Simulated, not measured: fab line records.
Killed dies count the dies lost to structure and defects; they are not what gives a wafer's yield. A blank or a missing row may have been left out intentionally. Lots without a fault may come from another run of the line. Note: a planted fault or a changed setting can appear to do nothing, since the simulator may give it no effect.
Struck lot and sound lot, side by side || flow gf180mcu || 16 out of 602 route steps
Sound: the wafers L200.1, L200.2, L200.3. Struck: wafer L219.6 (L219.4, L219.5, from the same lot, were not struck and are left out); the cause is given at the end.
Order at every step that has rows: each side's tool, ch and its chambers, its first start. Under that, the readings that differ: sound wafers || struck wafers || difference of the means || sigmas: that difference in standard deviations of wafers without a fault.
alike: same words and numbers on both sides, and readings whose means sit less than 2 such deviations apart. not compared: any withheld reading, any reading some wafer has no value for, any bound like >300 that may hide the same value, and any number with overlapping values for which the record gives no deviation.
A row with sigmas, a row that says differs or no value, or rows on one side alone: a step with any of these is where the two part. Numbers that don't overlap but have no deviation are shown without sigmas and don't part them. Lack of a reading on every wafer of one side parts them only where that side has two or more wafers.

first, 6 steps without rows for these wafers: GF_M4_HMDS_08 (prime time 60 s); GF_M4_COAT_09 (resist thk 1000 nm); GF_M4_SOFTBAKE_10 (time 60 s); GF_M4_EXPOSE_11 (exposes mask Metal4, target cd 280 nm); GF_M4_PEB_12 (peb time 90 s); GF_M4_DEVELOP_13 (develop time 60 s).
GF_M4_CD_MEAS_14 targets a cd of 280 nm.
  sound on cd-sem-02, day 24 12:05; struck on cd-sem-02, day 30 01:15
  alike: cd-nm
GF_M4_OVL_MEAS_15:
  sound on overlay-01, day 24 12:12; struck on overlay-01, day 30 01:20
{"reading": "M4_OVL (nm)", "sound": "-11 -13 -12", "struck": 1, "difference": "+13", "sigmas": "+2"}
GF_M4_METAL_ETCH_16: etches the open film in Cl2/BCl3, stops on SiO2, target depth 627.5 nm, time 104.6 s.
  sound on rie-metal-01 ch 1, day 24 12:14; struck on rie-metal-02 ch 1, day 30 01:23
{"reading": "drypump-motor-current-A (A)", "sound": "5.2 5.2 5.2", "struck": 6.2, "difference": "+1.0", "sigmas": "+2"}
  alike: oes-product-au, throttle-valve-pct
  not compared: rf-hours-counter-h
GF_M4_STRIP_17: strips in O2/N2.
  sound on plasma-asher-02 ch 0,1, day 24 12:28; struck on plasma-asher-02 ch 0, day 30 01:29
  alike: drypump-motor-current-A, heater-power-w, n2-flow-sccm, o2-flow-sccm, oes-product-au, strip-time-to-endpoint-s
  not compared: rf-hours-counter-h
then, 2 steps without rows for these wafers: GF_M4_STRIP_18 (strips in post etch residue remover, time 1200 s); GF_M4_CLEAN_19 (cleans in DIW).
GF_V4_CVD_00: deposits SiO2, target thk 600 nm, time 100 s.
  sound on hdpcvd-01 ch 0,1,2, day 24 12:59; struck on hdpcvd-02 ch 1, day 30 02:02
{"reading": "sih4-flow-sccm (sccm)", "sound": "59.88 59.98 60.06", "struck": 89.92, "difference": "+29.95", "sigmas": "+99 or more"}
{"reading": "model.SiO2_of_V4_CVD_00.thk-nm (nm)", "sound": "594 604.4 594.9", "struck": 901.2, "difference": "+303.4", "sigmas": ""}
  alike: susceptor-temp-C
GF_V4_THK_MEAS_01:
  sound on film-metro-01, day 24 13:04; struck on film-metro-02, day 30 02:06
{"reading": "V4_CVD_00_THK (nm)", "sound": "594 605 594", "struck": 901, "difference": "+303", "sigmas": "+39"}
GF_V4_CVD_02: deposits SiO2 from TEOS, target thk 850 nm, time 94.851 s.
  sound on pecvd-04 ch 0,1,2, day 24 13:07; struck on pecvd-03 ch 0, day 30 02:10
  alike: heater-power-w, susceptor-temp-C
then, 1 step without rows for these wafers: GF_PASSIVATION_PROBE_99.

WHERE THEY PART
Last at GF_V4_THK_MEAS_01 as far as this record goes, first at GF_M4_OVL_MEAS_15. Later steps at which nothing parts them and some readings are alike: GF_V4_CVD_02.

WHY: whatever the simulator had introduced
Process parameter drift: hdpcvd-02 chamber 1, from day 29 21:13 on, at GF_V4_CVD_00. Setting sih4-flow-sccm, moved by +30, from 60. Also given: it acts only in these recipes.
